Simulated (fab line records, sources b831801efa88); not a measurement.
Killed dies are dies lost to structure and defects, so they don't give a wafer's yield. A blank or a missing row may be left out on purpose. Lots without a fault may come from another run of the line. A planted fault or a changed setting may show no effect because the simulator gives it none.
Which tool did it? | flow sfq_line | 7 lots, 20 wafers sampled, at 2 steps of a route of 325

WHAT THE GAUGES READ, wafer by wafer
SFQ_L0_RS_MEAS_901: measures by four-point-probe.
lot  | measured    | on            | L0_MONX_KI_RS (ohm/sq)
L911 | day 1 17:36 | film_metro-02 | 43.2 43.2 43.0
L913 | day 2 03:34 | film_metro-02 | 43.2 43.3 43.3
L915 | day 2 13:35 | film_metro-04 | 43.6 44.0 43.8
L921 | day 3 19:34 | film_metro-04 | 43.2 43.2 43.6
L924 | day 4 10:35 | film_metro-02 | 43.9 43.7 43.8
L930 | day 5 16:34 | film_metro-02 | 42.6 43.2 43.0
L933 | day 6 07:34 | film_metro-04 | 98.8 43.5 98.8 43.6

WHICH TOOL RAN EACH LOT (tool, then ch and the chambers of the sampled wafers, then the start)
lot  | SFQ_TRILAYER_L0_DEP_SPUTTER_003
L911 | pvd_sputter-04, day 1 17:29
L913 | pvd_sputter-03, day 2 03:29
L915 | pvd_sputter-05, day 2 13:29
L921 | pvd_sputter-04, day 3 19:29
L924 | pvd_sputter-04, day 4 10:29
L930 | pvd_sputter-03, day 5 16:29
L933 | pvd_sputter-05, day 6 07:29
- SFQ_TRILAYER_L0_DEP_SPUTTER_003: material MoNx KI, target thk 40 nm, time 100 s.

THE ANSWER, worked out from the rows above alone
Rule: what is usual is taken from the lots themselves. Put in order of their means at a reading, lots are off if they are a third of the lots or fewer, leave a main group of 4 or more, and stand apart from it by a gap of 3 or more times the standard deviation of the main group's means; of several such gaps the widest counts. A main group whose means are all the same, to the digits that the tables above print for the reading, isn't used. A lot without any number at a reading at which 4 lots or more have one is off too. The other lots that the step has rows for count as sound.
Off: L933, at SFQ_L0_RS_MEAS_901 (L0_MONX_KI_RS). The main group: mean 43.4 ohm/sq, standard deviation 0.32.
A tool fits if, at a process step before that reading, it ran every lot that is off, and no sound lot after the first of them. The gauges at SFQ_L0_RS_MEAS_901 are tried like those tools. Can't be told from this: 2 tools fit, pvd_sputter-05 at SFQ_TRILAYER_L0_DEP_SPUTTER_003, film_metro-04 at SFQ_L0_RS_MEAS_901.

WHAT THE SIMULATOR HAD PUT IN
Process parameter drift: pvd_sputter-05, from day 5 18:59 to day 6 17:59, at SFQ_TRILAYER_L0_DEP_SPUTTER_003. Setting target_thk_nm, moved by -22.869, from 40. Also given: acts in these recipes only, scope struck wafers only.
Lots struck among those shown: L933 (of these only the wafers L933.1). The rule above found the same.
